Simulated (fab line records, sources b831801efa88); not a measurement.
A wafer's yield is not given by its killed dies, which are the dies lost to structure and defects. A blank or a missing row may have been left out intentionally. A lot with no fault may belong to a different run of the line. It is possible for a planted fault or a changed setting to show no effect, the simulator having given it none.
Split-lot trial	flow gf180mcu	5 lots, 27 wafers read, on a route of 602 steps

## THE SPLIT ITSELF
At GF_DUAL_GATE_OXIDATION_02 (stabilise 600 s, purge 300 s, target thk 10.887 nm), the setting oxTimeS was moved away from the recipe's 1602 s on 24 of the 27 wafers read, by -29.3% to +16.4%. The other wafers ran this setting at the recipe's value.

The file shows no step between the split and the reading.

## THE READING
At GF_DUAL_GATE_THK_MEAS_03: DUAL_GATE_OXIDATION_00_THK, given in nm. A value of 10.90 nm with a standard deviation of 0.22 nm is what fault-free wafers of this fab line usually give.

wafer	tool, chamber at the split	oxTimeS as run, s	against the recipe	DUAL_GATE_OXIDATION_00_THK, nm	against lot-mates on the recipe
L077.1	-, -	1849	+15.4%	12.11	no lot-mate on the recipe
L077.2	-, -	1849	+15.4%	12.16	no lot-mate on the recipe
L077.3	-, -	1849	+15.4%	12.22	no lot-mate on the recipe
L077.4	-, -	1849	+15.4%	12.20	no lot-mate on the recipe
L077.5	-, -	1849	+15.4%	12.29	no lot-mate on the recipe
L077.6	-, -	1849	+15.4%	12.24	no lot-mate on the recipe
L076.1	-, -	1132	-29.3%	8.46	no lot-mate on the recipe
L076.2	-, -	1132	-29.3%	8.69	no lot-mate on the recipe
L076.3	-, -	1132	-29.3%	8.58	no lot-mate on the recipe
L076.4	-, -	1132	-29.3%	8.54	no lot-mate on the recipe
L076.5	-, -	1132	-29.3%	8.69	no lot-mate on the recipe
L076.6	-, -	1132	-29.3%	8.53	no lot-mate on the recipe
L081.1	-, -	1864	+16.4%	12.54	no lot-mate on the recipe
L081.2	-, -	1864	+16.4%	12.55	no lot-mate on the recipe
L081.3	-, -	1864	+16.4%	12.31	no lot-mate on the recipe
L081.4	-, -	1864	+16.4%	12.54	no lot-mate on the recipe
L081.5	-, -	1864	+16.4%	12.61	no lot-mate on the recipe
L081.6	-, -	1864	+16.4%	12.52	no lot-mate on the recipe
L080.1	furnace-01, 0	1602	recipe	10.95	-
L080.3	furnace-01, 0	1602	recipe	10.95	-
L080.4	furnace-01, 0	1602	recipe	11.11	-
L084.1	-, -	1195	-25.4%	9.04	no lot-mate on the recipe
L084.2	-, -	1195	-25.4%	9.14	no lot-mate on the recipe
L084.3	-, -	1195	-25.4%	8.99	no lot-mate on the recipe
L084.4	-, -	1195	-25.4%	9.05	no lot-mate on the recipe
L084.5	-, -	1195	-25.4%	9.00	no lot-mate on the recipe
L084.6	-, -	1195	-25.4%	8.98	no lot-mate on the recipe

FIT RESULTS
A straight line over all 27 wafers: DUAL_GATE_OXIDATION_00_THK changes by +0.0822 nm for each +1% of oxTimeS; r = +1.00; the points scatter about the line by 0.12 nm.
Too few moved wafers with a lot-mate on the recipe to fit a line net of each lot's own level.

## THE WHOLE CHAIN: every reading that the file lists as answering this split, in the file's order
step	what it does	reading	change (the file's fit)	r (the file's)
GF_DUAL_GATE_OXIDATION_02	stabilise 600 s, purge 300 s, target thk 10.887 nm	SiO2_of_DUAL_GATE_OXIDATION_02.thkNm (the simulator's own value, which no gauge read)	+0.0824 nm for each +1% of the setting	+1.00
GF_DUAL_GATE_THK_MEAS_03		DUAL_GATE_OXIDATION_00_THK	+0.0822 for each +1% of the setting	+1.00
GF_DUAL_GATE_CLEAN_14	cleans in SC1/SC2, time 150 s	SiO2_of_DUAL_GATE_OXIDATION_02.thkNm (the simulator's own value, which no gauge read)	+0.0826 nm for each +1% of the setting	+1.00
GF_DUAL_GATE_OXIDATION_15	stabilise 600 s, purge 300 s, target thk 7.098 nm	SiO2_of_DUAL_GATE_OXIDATION_02.thkNm (the simulator's own value, which no gauge read)	+0.068 nm for each +1% of the setting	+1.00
GF_POLY_GATE_ETCH_13	etches poly-Si in HBr/Cl2, stops on SiO2, target depth 198.5 nm, time 69.6 s	SiO2_of_DUAL_GATE_OXIDATION_02.thkNm (the simulator's own value, which no gauge read)	+0.0754 nm for each +1% of the setting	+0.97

## THE FILE'S OWN FIT
DUAL_GATE_OXIDATION_00_THK changes by +0.0822 nm for each +1% of oxTimeS, r = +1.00.
